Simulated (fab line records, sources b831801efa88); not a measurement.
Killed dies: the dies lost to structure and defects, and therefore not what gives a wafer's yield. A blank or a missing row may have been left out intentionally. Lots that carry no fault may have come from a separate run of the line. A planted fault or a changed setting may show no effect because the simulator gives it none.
Which tool is to blame? | flow sky130 | 11 lots, 32 wafers sampled, at 6 steps of a route of 708

== WHAT THE GAUGES SHOWED, per wafer ==
SKY_PWDE_TW_MEAS_10.
lot  | measured    | on            | PWDE_TW
L790 | day 3 18:53 | film metro-04 | 374.6 374.0 375.4
L792 | day 4 12:16 | film metro-03 | 370.1 371.9 370.1
L793 | day 4 16:46 | film metro-02 | 368.7 370.0 368.9
L794 | day 4 23:05 | film metro-04 | 376.3 376.9 376.6
L796 | day 5 08:55 | film metro-02 | 369.2 370.1 369.6
L797 | day 5 11:50 | film metro-04 | 373.7 371.5 372.8
L798 | day 5 18:32 | film metro-03 | 371.5 395.3
L802 | day 6 15:47 | film metro-03 | 373.9 400.2 371.6
L811 | day 8 19:32 | film metro-02 | 367.3 368.0 366.8
L812 | day 8 21:56 | film metro-02 | 370.7 369.1 367.9
L813 | day 9 06:20 | film metro-03 | 372.3 370.5 373.4

SKY_NWELL_TW_MEAS_26.
lot  | measured     | on            | NWELL_2_TW
L790 | day 5 04:49  | film metro-04 | 495.6 494.1 494.8
L792 | day 6 01:02  | film metro-03 | 495.2 495.2 495.7
L793 | day 6 05:17  | film metro-03 | 494.9 497.6 494.0
L794 | day 6 13:03  | film metro-04 | 496.7 497.2 497.6
L796 | day 6 22:23  | film metro-03 | 497.3 493.9 496.6
L797 | day 7 01:50  | film metro-02 | 495.7 489.4 492.5
L798 | day 7 10:08  | film metro-04 | 497.4 494.7
L802 | day 8 08:38  | film metro-04 | 500.3 501.7 501.0
L811 | day 10 14:58 | film metro-03 | 493.2 494.4 496.2
L812 | day 10 17:38 | film metro-02 | 491.4 491.1 493.0
L813 | day 11 02:40 | film metro-03 | 497.9 498.5 496.1

SKY_NWELL_RS_MEAS_31: measurement is done with a four-point probe.
lot  | measured     | on            | PWDE_RS (ohm/sq)
L790 | day 5 05:16  | film metro-03 | 5269 5271 5277
L792 | day 6 01:29  | film metro-03 | 5302 5288 5297
L793 | day 6 05:45  | film metro-04 | 5265 5275 5253
L794 | day 6 13:31  | film metro-02 | 5295 5284 5289
L796 | day 6 22:50  | film metro-04 | 5310 5283 5291
L797 | day 7 02:17  | film metro-04 | 5288 5269 5270
L798 | day 7 10:35  | film metro-04 | 5277 4437
L802 | day 8 09:05  | film metro-02 | 5276 4442 5272
L811 | day 10 15:25 | film metro-04 | 5267 5272 5269
L812 | day 10 18:05 | film metro-02 | 5259 5276 5264
L813 | day 11 03:07 | film metro-02 | 5298 5280 5261

== EACH LOT AND THE TOOL THAT RAN IT (in order: tool; ch and the chambers of the sampled wafers; start) ==
lot  | SKY_FIELD_ISO_ETCH_14             | SKY_DNWELL_STRIP_08                 | SKY_PWDE_IMPLANT_08
L790 | rie diel-02 ch 0,1,3, day 2 04:34 | plasma asher-04 ch 0,1, day 3 02:44 | implanter-03 ch 0, day 3 18:38
L792 | rie diel-01 ch 1,2,3, day 2 18:13 | plasma asher-04 ch 0,1, day 3 19:40 | implanter-03 ch 0, day 4 12:01
L793 | rie diel-04 ch 0,1,2, day 2 20:43 | plasma asher-01 ch 1, day 3 23:13   | implanter-02 ch 0, day 4 16:32
L794 | rie diel-02 ch 0,2, day 3 01:28   | plasma asher-03 ch 0,1, day 4 05:43 | implanter-03 ch 0, day 4 22:52
L796 | rie diel-02 ch 1,2,3, day 3 11:40 | plasma asher-04 ch 0,1, day 4 15:37 | implanter-01 ch 0, day 5 08:40
L797 | rie diel-01 ch 0,3, day 3 16:19   | plasma asher-03 ch 0,1, day 4 18:11 | implanter-02 ch 0, day 5 11:35
L798 | rie diel-02 ch 0,2, day 4 00:10   | plasma asher-01 ch 1, day 5 00:11   | implanter-02 ch 0, day 5 18:17
L802 | rie diel-04 ch 0,3, day 4 19:28   | plasma asher-01 ch 0,1, day 5 20:06 | implanter-02 ch 0, day 6 15:32
L811 | rie diel-02 ch 0,1, day 6 19:19   | plasma asher-04 ch 0,1, day 7 21:52 | implanter-01 ch 0, day 8 19:17
L812 | rie diel-04 ch 0,1,3, day 6 22:58 | plasma asher-03 ch 0,1, day 8 00:47 | implanter-03 ch 0, day 8 21:41
L813 | rie diel-01 ch 0,1,3, day 7 05:01 | plasma asher-03 ch 0,1, day 8 08:19 | implanter-01 ch 0, day 9 06:05
- SKY_FIELD_ISO_ETCH_14: etches BARC in N2/H2, stops on SiO2, time 45.9 s, target depth 60 nm.
- SKY_DNWELL_STRIP_08: strips in O2/N2.
- SKY_PWDE_IMPLANT_08

== WHAT THE TOOLS THEMSELVES READ (means of the sampled wafers that have a number; where no wafer has one, the mark that the record gives instead) ==
SKY_FIELD_ISO_ETCH_14.
lot  | tool        | bias w (W) | drypump motor current A (A) | oes product au (a.u.) | throttle valve pct (%)
L790 | rie diel-02 | 99.77      | 5.6                         | 0.854                 | 13.223
L792 | rie diel-01 | 100.05     | 5.7                         | 0.855                 | 13.224
L793 | rie diel-04 | 99.95      | 6.2                         | 0.854                 | 13.223
L794 | rie diel-02 | 99.91      | 5.4                         | 0.852                 | 13.218
L796 | rie diel-02 | 99.87      | 5.3                         | 0.852                 | 13.231
L797 | rie diel-01 | 99.93      | 5.8                         | 0.851                 | 13.226
L798 | rie diel-02 | 99.94      | 5.5                         | 0.851                 | 13.223
L802 | rie diel-04 | 99.94      | 5.9                         | 0.858                 | 13.237
L811 | rie diel-02 | 100.01     | 5.8                         | 0.858                 | 13.227
L812 | rie diel-04 | 99.93      | 6.1                         | 0.849                 | 13.228
L813 | rie diel-01 | 100.25     | 5.7                         | 0.849                 | 13.219

SKY_DNWELL_STRIP_08.
lot  | tool            | drypump motor current A (A) | oes product au (a.u.) | strip time to endpoint s (s)
L790 | plasma asher-04 | 5.8                         | 0.726                 | 36.91
L792 | plasma asher-04 | 6.0                         | 0.722                 | 36.80
L793 | plasma asher-01 | 5.6                         | 0.722                 | 36.84
L794 | plasma asher-03 | 5.1                         | 0.721                 | 36.83
L796 | plasma asher-04 | 6.0                         | 0.718                 | 36.97
L797 | plasma asher-03 | 5.3                         | 0.720                 | 36.87
L798 | plasma asher-01 | 5.6                         | 0.722                 | 36.70
L802 | plasma asher-01 | 5.4                         | 0.720                 | 36.79
L811 | plasma asher-04 | 5.8                         | 0.721                 | 36.67
L812 | plasma asher-03 | 5.3                         | 0.722                 | 37.02
L813 | plasma asher-03 | 5.1                         | 0.719                 | 36.67

SKY_PWDE_IMPLANT_08.
lot  | tool         | beam on s (s) | faraday current uA
L790 | implanter-03 | 10.07         | 20.1
L792 | implanter-03 | 10.20         | 20.0
L793 | implanter-02 | 10.05         | 20.3
L794 | implanter-03 | 10.03         | 20.3
L796 | implanter-01 | 10.05         | 20.2
L797 | implanter-02 | 9.97          | 20.3
L798 | implanter-02 | 11.68         | 17.6
L802 | implanter-02 | 10.87         | 19.0
L811 | implanter-01 | 9.86          | 20.6
L812 | implanter-03 | 10.20         | 19.9
L813 | implanter-01 | 10.01         | 20.3

== THE ANSWER, worked out from the rows above alone ==
Rule: what is usual is taken from the lots themselves. The widest of any qualifying gaps counts: lots, ordered by their means at a reading, are off when they make up no more than a third of the lots, leave a main group of 4 or more, and stand apart from it by 3 or more times the standard deviation of that group's means. The tables above print the reading to a certain number of digits; a main group whose means all agree to those digits is not used. A lot without any number at a reading at which 4 lots or more have one is off too. Any other lot the step has rows for is counted as sound. The gauges are gone through in route order, then the tools' own readings, and for those a lot's mean is taken as printed above. At the first step where some lot is off, the reading lying furthest off is the one used; lots without a number count as furthest.
Off: at SKY_NWELL_RS_MEAS_31 (PWDE_RS), L798, L802. For the main group the mean is 5279 ohm/sq and the standard deviation 11.
A tool fits if, at a process step before that reading, it ran every lot that is off, and no sound lot after the first of them. Not tried: the gauges at SKY_NWELL_RS_MEAS_31; whatever is off there is also off at SKY_PWDE_IMPLANT_08, on other tools, and gauge error can't account for it. Can't be told from this: 2 tools fit, plasma asher-01 at SKY_DNWELL_STRIP_08, implanter-02 at SKY_PWDE_IMPLANT_08.

== WHAT THE SIMULATOR HAD INSERTED ==
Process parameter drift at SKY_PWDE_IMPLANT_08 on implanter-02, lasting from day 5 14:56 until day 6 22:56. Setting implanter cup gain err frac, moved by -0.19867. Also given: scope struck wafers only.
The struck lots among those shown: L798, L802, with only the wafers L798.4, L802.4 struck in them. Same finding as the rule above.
